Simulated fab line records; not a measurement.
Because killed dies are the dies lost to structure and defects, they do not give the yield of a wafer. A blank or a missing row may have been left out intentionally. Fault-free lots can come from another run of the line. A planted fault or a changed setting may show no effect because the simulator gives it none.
Which tool did it?    flow sky130    Sampling: 13 lots, 39 wafers, 3 of 708 route steps

WHAT EACH GAUGE READ, for each wafer
SKY_VIA3_RS_MEAS_22: a four-point-probe measurement. Usual: for VIA3_W_RS the level is 0.295 ohm/sq and the standard deviation is 0.0031.
lot   measured      on            VIA3_W_RS (ohm/sq)  flag
L100  day 40 16:00  filmMetro-02  0.292 0.292 0.288   
L995  day 40 16:07  filmMetro-04  0.295 0.292 0.296   
L998  day 40 16:27  filmMetro-04  0.295 0.298 0.291   
L997  day 40 18:42  filmMetro-04  0.296 0.294 0.296   
L101  day 40 19:05  filmMetro-04  0.297 0.293 0.296   
L102  day 40 19:46  filmMetro-03  0.291 0.289 0.289   
L104  day 41 21:58  filmMetro-04  0.294 0.297 0.295   
L110  day 46 09:11  filmMetro-04  0.298 0.300 0.299   
L108  day 46 09:43  filmMetro-02  0.298 0.297 0.296   
L106  day 46 11:55  filmMetro-04  0.301 0.300 0.304   
L111  day 46 17:58  filmMetro-03  0.297 0.293 0.293   
L117  day 46 20:44  filmMetro-04  0.294 0.290 0.295   
L113  day 46 23:07  filmMetro-03  0.294 0.294 0.291   

SKY_VIA3_THK_MEAS_23: measures by xrf. Usual: for VIA3_W_THK the level is 403 nm and the standard deviation is 5.5.
lot   measured      on            VIA3_W_THK (nm)  flag
L100  day 40 16:07  filmMetro-02  401 400 407      
L995  day 40 16:14  filmMetro-04  408 408 405      
L998  day 40 16:33  filmMetro-04  407 405 413      
L997  day 40 18:49  filmMetro-04  403 405 404      
L101  day 40 19:12  filmMetro-04  404 406 407      
L102  day 40 19:53  filmMetro-03  412 413 417      
L104  day 41 22:05  filmMetro-04  404 397 400      
L110  day 46 09:18  filmMetro-04  399 397 397      
L108  day 46 09:49  filmMetro-02  397 398 400      
L106  day 46 12:02  filmMetro-04  393 391 388      
L111  day 46 18:05  filmMetro-03  397 402 401      
L117  day 46 20:51  filmMetro-04  403 409 402      
L113  day 46 23:13  filmMetro-03  404 402 408      

SKY_METAL4_OVL_MEAS_14. Usual: for METAL4_OVL the level is -1 nm and the standard deviation is 5.6.
lot   measured      on          METAL4_OVL (nm)  flag
L100  day 42 17:34  overlay-02  0 3 3            
L995  day 42 17:55  overlay-02  5 4 6            
L998  day 42 18:04  overlay-02  2 7 3            
L997  day 42 20:07  overlay-02  0 0 4            
L101  day 42 20:18  overlay-01  -7 -11 -13       
L102  day 42 20:28  overlay-01  -1 4 7           
L104  day 43 21:52  overlay-02  -1 4 4           
L110  day 48 02:07  overlay-02  -13 -6 -9        
L108  day 48 02:37  overlay-01  -7 -1 -6         
L106  day 48 04:04  overlay-02  -2 0 0           
L111  day 48 09:25  overlay-01  -3 2 2           
L117  day 48 12:40  overlay-02  2 4 -2           
L113  day 48 14:47  overlay-02  2 8 4            

TOOL THAT RAN EACH LOT (tool first, then ch and the chambers of the sampled wafers, then the start)
The record holds no process step before these readings.

WHAT THE TOOLS THEMSELVES READ (means of the sampled wafers that have a number; where no wafer has one, the mark that the record gives instead)
The record holds no such reading with a usual standard deviation.

THE ANSWER, worked out from the rows above alone
Rule: lot off if the mean of its wafers having a number is beyond 3 standard deviations from the usual mean. Also off: a lot with no number at a reading for which 4 or more lots have one. All remaining lots with rows at the step are treated as sound. Order of review: gauges by route order, followed by the tools' own readings, for which a lot's mean as printed above is used. At the first step where some lot is off, the reading lying furthest off is the one used; lots without a number count as furthest.
Nothing can be told from this: no lot is off at any reading shown.

WHAT THE SIMULATOR HAD PUT IN
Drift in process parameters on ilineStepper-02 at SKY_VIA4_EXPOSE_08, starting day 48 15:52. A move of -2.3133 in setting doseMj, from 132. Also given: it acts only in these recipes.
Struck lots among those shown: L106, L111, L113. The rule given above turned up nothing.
